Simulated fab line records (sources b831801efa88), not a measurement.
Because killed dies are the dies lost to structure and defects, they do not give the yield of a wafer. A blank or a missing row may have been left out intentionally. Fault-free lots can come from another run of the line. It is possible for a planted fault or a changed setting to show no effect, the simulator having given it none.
fab line records	flow sky130
[record] lots = 10	wafers = 30	lastDay = 50
route steps=708 shown METAL2@486 VIA2@521 PAD_OPEN@708
lots with no fault: from the same line, run without faults
startH: start of the lot's first displayed wafer, in hours after the record's first day	waitH: time in hours since the lot's previous step	" same as the row above	L1.1+2: a single row standing in for several wafers	- no value, or no start given	* or withheld: withheld	< > ~ a bound
route shown NAME@n: a module of which the file shows steps, and the number in the route of the first	usual: average and standard deviation across the fault-free wafers	same: alike in all rows	chamber/n: place in a boat	sites: readings site by site	_std_site: how widely they spread, as a standard deviation	_edge_site: inner sites' mean taken away from outer sites' mean	radiusMm: how far each site lies from the wafer's centre	mask NAME#n: copy n	behind: the most recent tool/chamber to have shaped the wafer	hold: what put the lot on hold/how long, in hours/how the hold closed	device: whichever transistor did not switch (one of n, p or np)	end of line: at the end of the route, the tests of the same wafers	a step with no rows: only its recipe	killed: count of dies lost to structure and defects at first sort (not the wafer's yield)	map: dies across one wafer; x = killed, . = not, _ = none there
set.NAME: setting as actually run; set.NAME@STEP: the setting as run at that earlier step	model.NAME: the simulator's own value behind a step, which no gauge read
the route's steps for a sample of lots (tables are steps, rows are wafers)
services: when a tool's chamber went out of use (startH, in hours from the record's first day, below 0 if earlier), for how many hours, and the reason
[[steps]]
[step SKY_METAL2_SPUTTER_03]
[recipe] material = Ti	targetThkNm = 5	powerW = 3077	timeS = 3.3	chamberPressurePa = 0.4
[usual] throttleValvePct = 30.5/1
lot.wafer	tool	chamber	startH	waitH	throttleValvePct
L691.2	pvdSputter-02	-	795.74	0.0	30.5
L691.3	"	-	"	"	30.5
L691.6	"	-	"	"	30.6
L696.1	pvdSputter-03	-	872.98	0.0	31.5
L696.4	"	-	"	"	31.2
L696.5	"	-	"	"	31.0
L699.3	pvdSputter-03	-	873.93	0.0	31.3
L699.4	"	-	"	"	31.5
L699.5	"	-	"	"	28.2
L698.2	pvdSputter-02	-	874.27	0.0	31.6
L698.4	"	-	"	"	30.1
L698.5	"	-	"	"	30.4
L704.3	pvdSputter-03	-	902.87	0.0	31.4
L704.4	"	-	"	"	31.9
L704.6	"	-	"	"	31.6
L705.2	pvdSputter-04	-	903.16	0.0	30.3
L705.3	"	-	"	"	30.0
L705.6	"	-	"	"	30.3
L709.1	pvdSputter-03	-	941.11	0.0	30.5
L709.2	"	-	"	"	28.2
L709.6	"	-	"	"	30.4
L710.2	pvdSputter-02	-	941.71	0.0	31.5
L710.3	"	-	"	"	30.2
L710.6	"	-	"	"	30.7
L711.2	pvdSputter-02	-	944.68	0.0	30.4
L711.4	"	-	"	"	31.5
L711.5	"	-	"	"	30.7
L712.2	pvdSputter-04	-	956.68	0.0	30.1
L712.3	"	-	"	"	31.5
L712.4	"	-	"	"	30.6
[step SKY_METAL2_RS_MEAS_05]
[recipe] thkMeasGauge = four-point-probe	reads = TiN_of_METAL2_SPUTTER_04+Ti_of_METAL2_SPUTTER_03+AlCu_of_METAL2_SPUTTER_02+TiN_of_METAL2_SPUTTER_01+Ti_of_METAL2_SPUTTER_00
[usual] METAL2_ALCU_RS = 0.1266/0.0013
lot.wafer	tool	chamber	startH	waitH	METAL2_ALCU_RS[ohm/sq]
L691.2	filmMetro-03	-	795.82	0.0	0.1255
L691.3	"	-	"	"	0.1286
L691.6	"	-	"	"	0.1258
L696.1	filmMetro-01	-	873.05	0.0	0.1259
L696.4	"	-	"	"	0.1264
L696.5	"	-	"	"	0.1270
L699.3	filmMetro-03	-	874.04	0.1	0.1282
L699.4	"	-	"	"	0.1272
L699.5	"	-	"	"	0.1268
L698.2	filmMetro-04	-	874.36	0.0	0.1248
L698.4	"	-	"	"	0.1270
L698.5	"	-	"	"	0.1270
L704.3	filmMetro-03	-	902.98	0.1	0.1285
L704.4	"	-	"	"	0.1275
L704.6	"	-	"	"	0.1260
L705.2	filmMetro-01	-	903.25	0.0	0.1289
L705.3	"	-	"	"	0.1279
L705.6	"	-	"	"	0.1285
L709.1	filmMetro-03	-	941.17	0.0	0.1272
L709.2	"	-	"	"	0.1258
L709.6	"	-	"	"	0.1280
L710.2	filmMetro-03	-	941.79	0.0	0.1257
L710.3	"	-	"	"	0.1293
L710.6	"	-	"	"	0.1265
L711.2	filmMetro-04	-	944.76	0.0	0.1270
L711.4	"	-	"	"	0.1251
L711.5	"	-	"	"	0.1252
L712.2	filmMetro-03	-	956.77	0.0	0.1260
L712.3	"	-	"	"	0.1252
L712.4	"	-	"	"	0.1280
[step SKY_METAL2_OVL_MEAS_16]
[usual] METAL2_OVL = -1/4.7
lot.wafer	tool	chamber	startH	waitH	METAL2_OVL[nm]
L691.2	overlay-02	-	822.91	0.1	11
L691.3	"	-	"	"	8
L691.6	"	-	"	"	-4
L696.1	overlay-01	-	899.22	0.1	-7
L696.4	"	-	"	"	-6
L696.5	"	-	"	"	-12
L699.3	overlay-01	-	899.87	0.1	-4
L699.4	"	-	"	"	1
L699.5	"	-	"	"	-5
L698.2	overlay-01	-	900.21	0.1	-3
L698.4	"	-	"	"	-3
L698.5	"	-	"	"	-5
L704.3	overlay-01	-	927.92	0.1	-13
L704.4	"	-	"	"	-5
L704.6	"	-	"	"	-5
L705.2	overlay-01	-	928.08	0.1	2
L705.3	"	-	"	"	-2
L705.6	"	-	"	"	-6
L709.1	overlay-02	-	965.01	0.1	4
L709.2	"	-	"	"	3
L709.6	"	-	"	"	9
L710.2	overlay-01	-	965.96	0.1	-5
L710.3	"	-	"	"	1
L710.6	"	-	"	"	4
L711.2	overlay-01	-	968.81	0.1	-1
L711.4	"	-	"	"	1
L711.5	"	-	"	"	3
L712.2	overlay-01	-	981.31	0.1	-1
L712.3	"	-	"	"	-3
L712.4	"	-	"	"	-5
[step SKY_VIA2_ETCH_14]
[recipe] chemistry = N2/H2	target = BARC	ionEnergyEv = 200	sourceW = 500	biasW = 100	pressureMtorr = 30	n2FlowSccm = 100	h2FlowSccm = 200	stopOn = SiO2	timeS = 45.9	targetDepthA = 600
[usual] biasW = 100.0/0.34	chamberPressureMTorr = 30.00/0.044	drypumpMotorCurrentA = 5.5/0.39	oesProductAu = 0.850/0.0048	throttleValvePct = 13.224/0.0098
lot.wafer	tool	chamber	startH	waitH	biasW	chamberPressureMTorr	drypumpMotorCurrentA	oesProductAu	rfHoursCounterH	throttleValvePct
L691.2	rieDiel-01	3	850.49	0.0	100.3	30.00	5.4	0.852	4	13.228
L691.3	"	1	"	"	100.7	30.01	6.1	0.841	2	13.228
L691.6	"	3	"	"	100.1	29.98	5.4	0.850	-	13.224
L696.1	rieDiel-01	1	926.09	0.0	100.1	30.03	6.1	0.845	4	13.223
L696.4	"	3	"	"	100.2	29.96	5.4	0.859	5	13.229
L696.5	"	2	"	"	100.9	30.01	5.8	0.855	-	13.215
L699.3	rieDiel-03	3	926.44	0.0	100.0	29.98	5.1	0.856	18	13.228
L699.4	"	2	"	"	100.0	29.99	5.8	0.849	14	13.238
L699.5	"	1	"	"	99.7	29.99	5.1	0.847	-	13.221
L698.2	rieDiel-01	2	926.79	0.0	100.0	30.02	5.8	0.848	14	13.234
L698.4	"	1	"	"	100.3	30.03	6.1	0.852	4	13.231
L698.5	"	3	"	"	100.0	29.96	5.4	0.859	-	13.222
L704.3	rieDiel-02	3	953.39	0.0	-	-	-	-	-	-
L704.4	"	3	"	"	-	-	-	-	-	-
L704.6	"	1	"	"	-	-	-	-	-	-
L705.2	rieDiel-01	0	953.64	0.0	-	-	-	-	-	-
L705.3	"	2	"	"	-	-	-	-	-	-
L705.6	"	1	"	"	-	-	-	-	-	-
L709.1	rieDiel-03	2	989.64	0.0	100.5	30.00	5.8	0.847	16	13.225
L709.2	"	0	"	"	99.7	29.97	5.3	0.847	13	13.229
L709.6	"	2	"	"	100.2	30.09	5.8	0.847	-	13.232
L710.2	rieDiel-03	0	991.69	0.0	99.8	30.00	5.3	0.856	13	13.221
L710.3	"	3	"	"	100.6	30.03	5.1	0.857	20	13.219
L710.6	"	0	"	"	99.9	30.04	5.3	0.849	-	13.211
L711.2	rieDiel-03	1	993.59	0.0	99.6	30.04	5.1	0.855	18	13.201
L711.4	"	2	"	"	100.1	30.00	5.8	0.850	16	13.205
L711.5	"	0	"	"	99.9	30.02	5.4	0.849	-	13.229
L712.2	rieDiel-03	0	1005.99	0.0	99.8	30.00	5.3	0.860	14	13.245
L712.3	"	1	"	"	99.9	30.09	5.1	0.851	19	13.210
L712.4	"	3	"	"	100.0	30.00	5.1	0.854	21	13.207
[step SKY_VIA2_ETCH_15]
[recipe] target = SiO2	chemistry = C4F8/O2/Ar	targetDepthNm = 546	stopOn = TiN	maskMaterial = KrF-thick	sourceW = 1500	biasW = 1200	pressureMtorr = 40	c4f8FlowSccm = withheld	O2_flow_sccm = 6	Ar_flow_sccm = 300	timeS = 84
[usual] biasW = 1201/3.8	chamberPressureMTorr = 40.00/0.037	oesProductAu = 0.940/0.0047
lot.wafer	tool	chamber	startH	waitH	biasW	chamberPressureMTorr	oesProductAu	rfHoursCounterH
L691.2	rieDiel-01	3	850.53	0.0	1200	39.98	0.936	4
L691.3	"	1	"	"	1197	40.06	0.942	2
L691.6	"	3	"	"	1201	39.95	0.947	-
L696.1	rieDiel-01	1	926.13	0.0	1201	39.98	0.933	4
L696.4	"	3	"	"	1198	39.96	0.933	6
L696.5	"	2	"	"	1203	40.02	0.946	-
L699.3	rieDiel-03	3	926.48	0.0	1199	39.92	0.940	18
L699.4	"	2	"	"	1200	39.95	0.934	14
L699.5	"	1	"	"	1199	39.94	0.940	-
L698.2	rieDiel-01	2	926.83	0.0	1203	39.99	0.936	14
L698.4	"	1	"	"	1204	39.96	0.943	4
L698.5	"	3	"	"	1204	39.96	0.949	-
L704.3	rieDiel-02	3	953.43	0.0	1194	39.99	0.384	5
L704.4	"	3	"	"	1202	40.03	0.376	-
L704.6	"	1	"	"	1197	40.02	0.368	-
L705.2	rieDiel-01	0	953.68	0.0	1195	39.98	0.367	6
L705.3	"	2	"	"	1202	39.93	0.379	15
L705.6	"	1	"	"	1203	40.06	0.373	-
L709.1	rieDiel-03	2	989.68	0.0	1200	40.03	0.951	16
L709.2	"	0	"	"	1207	40.01	0.939	13
L709.6	"	2	"	"	1197	39.95	0.943	-
L710.2	rieDiel-03	0	991.73	0.0	1200	39.99	0.940	13
L710.3	"	3	"	"	1204	40.04	0.937	20
L710.6	"	0	"	"	1199	39.95	0.943	-
L711.2	rieDiel-03	1	993.63	0.0	1193	40.04	0.947	18
L711.4	"	2	"	"	1203	40.00	0.938	16
L711.5	"	0	"	"	1197	40.02	0.940	-
L712.2	rieDiel-03	0	1006.03	0.0	1197	39.99	0.939	14
L712.3	"	1	"	"	1191	40.02	0.946	19
L712.4	"	3	"	"	1195	40.01	0.937	21
[step SKY_VIA2_STRIP_16]
[recipe] chemistry = O2/N2	powerW = 1400	pressureMtorr = 1500	platenTempC = withheld	o2FlowSccm = 3000	n2FlowSccm = 300	overashFraction = 0.5
[usual] drypumpMotorCurrentA = 5.6/0.6	oesProductAu = 0.397/0.0049	stripTimeToEndpointS = 4.03/0.037
lot.wafer	tool	chamber	startH	waitH	drypumpMotorCurrentA	oesProductAu	rfHoursCounterH	stripTimeToEndpointS
L691.2	plasmaAsher-04	0	850.60	0.0	6.7	0.403	8	4.01
L691.3	"	0	"	"	6.7	0.397	-	4.07
L691.6	"	0	"	"	6.7	0.396	-	4.03
L696.1	plasmaAsher-02	1	926.20	0.0	5.9	0.400	111	4.07
L696.4	"	1	"	"	5.9	0.392	-	4.02
L696.5	"	1	"	"	5.9	0.397	-	4.05
L699.3	plasmaAsher-03	0	926.58	0.1	5.8	0.397	-	4.06
L699.4	"	1	"	"	5.5	0.402	-	4.03
L699.5	"	1	"	"	5.5	0.394	-	4.05
L698.2	plasmaAsher-04	0	926.90	0.0	6.7	0.400	15	4.11
L698.4	"	1	"	"	4.7	0.396	-	4.09
L698.5	"	0	"	"	6.7	0.395	-	4.06
L704.3	plasmaAsher-03	1	953.53	0.1	5.4	0.413	-	4.43
L704.4	"	0	"	"	5.8	0.413	-	4.43
L704.6	"	1	"	"	5.4	0.416	-	4.44
L705.2	plasmaAsher-04	1	953.75	0.0	4.7	0.409	18	4.45
L705.3	"	1	"	"	4.6	0.420	-	4.51
L705.6	"	0	"	"	6.7	0.416	-	4.52
L709.1	plasmaAsher-02	1	989.75	0.0	5.9	0.396	117	4.05
L709.2	"	0	"	"	5.1	0.398	117	4.06
L709.6	"	1	"	"	5.9	0.397	-	4.04
L710.2	plasmaAsher-04	1	991.79	0.0	4.7	0.392	21	4.06
L710.3	"	0	"	"	6.7	0.399	-	4.04
L710.6	"	0	"	"	6.7	0.397	-	4.06
L711.2	plasmaAsher-02	0	993.69	0.0	5.1	0.410	117	4.05
L711.4	"	0	"	"	5.1	0.409	-	4.05
L711.5	"	0	"	"	5.1	0.401	-	4.08
L712.2	plasmaAsher-03	0	1006.09	0.0	5.8	0.402	60	4.05
L712.3	"	0	"	"	5.8	0.403	-	4.06
L712.4	"	1	"	"	5.5	0.395	-	4.03
[step SKY_PAD_OPEN_PROBE_99]
[usual] defectLimitedYield = 82.5/1.8	killed_at_M0_to_M3 = 44/6.6	killed_at_M4_up = 2.9/1.8	killedAtContacts = 24/4.8	killedAtFrontEnd = 15/4.5	killedAtOther = 0.3/0.64	killedDies = 86/8.7	killedOnRim = 17/3.8	killedOpen = 47/6.5	killedShort = 39/5.8	sort_bin_3_pad_short = 0.9/0.4	sort_bin_5_function = 10.3/1.4	sort_bin_6_memory = 6.2/1.1	sortNPass = 406/8.7	sortYieldPct = 82.5/1.8
[same] grossDies = 492	killedAtBackSide = 0	sort_bin_4_leakage[%] = 0	sort_bin_8_speed[%] = 0
lot.wafer	tool	chamber	startH	waitH	defectLimitedYield[%]	killed_at_M0_to_M3	killed_at_M4_up	killedAtContacts	killedAtFrontEnd	killedAtOther	killedDies	killedOnRim	killedOpen	killedShort	sort_bin_3_pad_short[%]	sort_bin_5_function[%]	sort_bin_6_memory[%]	sortNPass	sortYieldPct[%]
L696.1	prober-01	-	1137.72	0.1	80.9	34	2	38	20	0	94	16	51	43	0.2	12.2	6.7	398	80.9
L704.3	prober-02	-	1159.67	0.2	0	451	0	27	14	0	492	96	41	35	0.8	93.3	5.9	0	0
L704.4	prober-02	-	1159.72	0.2	0	454	1	23	13	1	492	96	48	34	1.0	92.7	6.3	0	0
L704.6	prober-02	-	1159.82	0.2	0	451	4	26	11	0	492	96	52	41	1.2	93.3	5.5	0	0
L705.2	prober-01	-	1159.95	0.1	0	441	4	25	22	0	492	96	44	36	0.4	92.3	7.3	0	0
L705.3	prober-01	-	1160.00	0.2	0	457	0	28	7	0	492	96	46	33	0.8	93.5	5.7	0	0
L705.6	prober-01	-	1160.15	0.2	0	463	1	15	13	0	492	96	39	35	0.6	94.3	5.1	0	0
// killed by level:class
L696.1 CONTACT:geometricParticle:open=10 CONTACT:geometricParticle:short=10 FIELD_ISO:geometricParticle:open=8 LI_CONTACT:geometricParticle:open=8 VIA1:geometricParticle:open=7 FIELD_ISO:geometricParticle:short=6 LOCAL_INTERCONNECT:geometricParticle:short=6 METAL1:geometricParticle:short=6
L704.3 VIA2:areaEtch=416 LI_CONTACT:geometricParticle:open=8 CONTACT:geometricParticle:open=7 VIA2:geometricParticle:open=6 METAL1:geometricParticle:short=5 VIA1:geometricParticle:open=5 FIELD_ISO:geometricParticle:open=4 LI_CONTACT:geometricParticle:short=4
L704.4 VIA2:areaEtch=410 VIA1:geometricParticle:open=15 CONTACT:geometricParticle:open=10 LI_CONTACT:geometricParticle:short=7 METAL2:geometricParticle:short=7 VIA1:geometricParticle:short=4 METAL2:geometricParticle:open=4 VIA2:geometricParticle:open=4
L704.6 VIA2:areaEtch=399 VIA1:geometricParticle:open=14 LI_CONTACT:geometricParticle:open=9 VIA3:geometricParticle:open=9 CONTACT:geometricParticle:open=6 VIA1:geometricParticle:short=6 VIA2:geometricParticle:open=6 POLY_GATE:geometricParticle:short=5
L705.2 VIA2:areaEtch=412 CONTACT:geometricParticle:open=12 METAL1:geometricParticle:short=9 VIA2:geometricParticle:open=7 FIELD_ISO:geometricParticle:open=6 VIA1:geometricParticle:open=6 FIELD_ISO:geometricParticle:short=4 LOCAL_INTERCONNECT:geometricParticle:short=4
L705.3 VIA2:areaEtch=413 METAL1:geometricParticle:short=9 LI_CONTACT:geometricParticle:open=8 CONTACT:geometricParticle:open=8 VIA1:geometricParticle:open=8 VIA3:geometricParticle:open=7 VIA1:geometricParticle:short=5 LI_CONTACT:geometricParticle:short=4
L705.6 VIA2:areaEtch=418 VIA1:geometricParticle:open=13 CONTACT:geometricParticle:open=8 METAL2:geometricParticle:short=8 METAL1:geometricParticle:short=7 FIELD_ISO:geometricParticle:open=6 VIA2:geometricParticle:open=6 VIA1:geometricParticle:short=4
[[services]]
tool	chamber	startH	hours	kind
pvdSputter-03	1	784.46	-	consumableReplace:kit
rieDiel-02	3	786.52	13.1	repair
rieDiel-03	0	801.94	3.6	repair
rieDiel-03	-	805.20	2.8	pm
pvdSputter-03	-	815.80	15.5	repair
plasmaAsher-04	-	828.36	8.5	repair
rieDiel-03	3	830.99	4.3	repair
rieDiel-03	0	833.33	12.1	repair
rieDiel-02	-	834.57	1.9	repair
rieDiel-02	-	837.47	0.1	repair
plasmaAsher-04	-	861.87	2.8	pm
plasmaAsher-02	-	862.45	2.8	pm
pvdSputter-02	-	862.84	1.4	repair
pvdSputter-03	-	885.09	1.0	repair
pvdSputter-02	-	889.98	21.4	repair
rieDiel-01	2	902.19	1.2	repair
rieDiel-01	3	914.63	6.6	repair
pvdSputter-03	-	917.18	5.9	repair
pvdSputter-02	-	919.67	4.8	repair
rieDiel-02	-	926.42	2.4	repair
rieDiel-01	0	937.19	11.0	repair
pvdSputter-03	-	950.78	5.2	repair
plasmaAsher-03	-	963.15	1.2	repair
pvdSputter-02	-	995.68	8.0	repair
[[key]]
[firstSign] step = SKY_VIA2_ETCH_14	reading = toolRecord	direction = missing
[effect] step = SKY_VIA2_ETCH_15	reading = oesProductAu	direction = down	sigmas = 99+	usual = 0.940	struck = 0.375
[effect] step = SKY_VIA2_STRIP_16	reading = stripTimeToEndpointS	direction = up	sigmas = 12	usual = *	struck = *
[effect] step = SKY_PAD_OPEN_PROBE_99	reading = killed_at_M0_to_M3	direction = up	sigmas = 62	usual = 44	struck = 453
[moreKillsBornAt] SKY_VIA2_ETCH_14@rieDiel-01 = 1243	SKY_VIA2_ETCH_14@rieDiel-02 = 1225
metAt SKY_VIA2_ETCH_14
struckLots L704,L705
laterRowsLeftOut L704.3,L704.4,L704.6,L705.2,L705.3,L705.6
notActingAt SKY_METAL2_SPUTTER_03,SKY_METAL2_RS_MEAS_05,SKY_METAL2_OVL_MEAS_16
onsetBetween 926.79 953.39
[fault] kind = skippedStepWhole	tool = rieDiel-01,rieDiel-02	chamber = -	onsetH = 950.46	steps = SKY_VIA2_ETCH_14	scope = struckLotsOnly
// laterRowsLeftOut: the simulator's readings of these wafers behind a module that went badly wrong aren't trusted and aren't shown, but for the sort
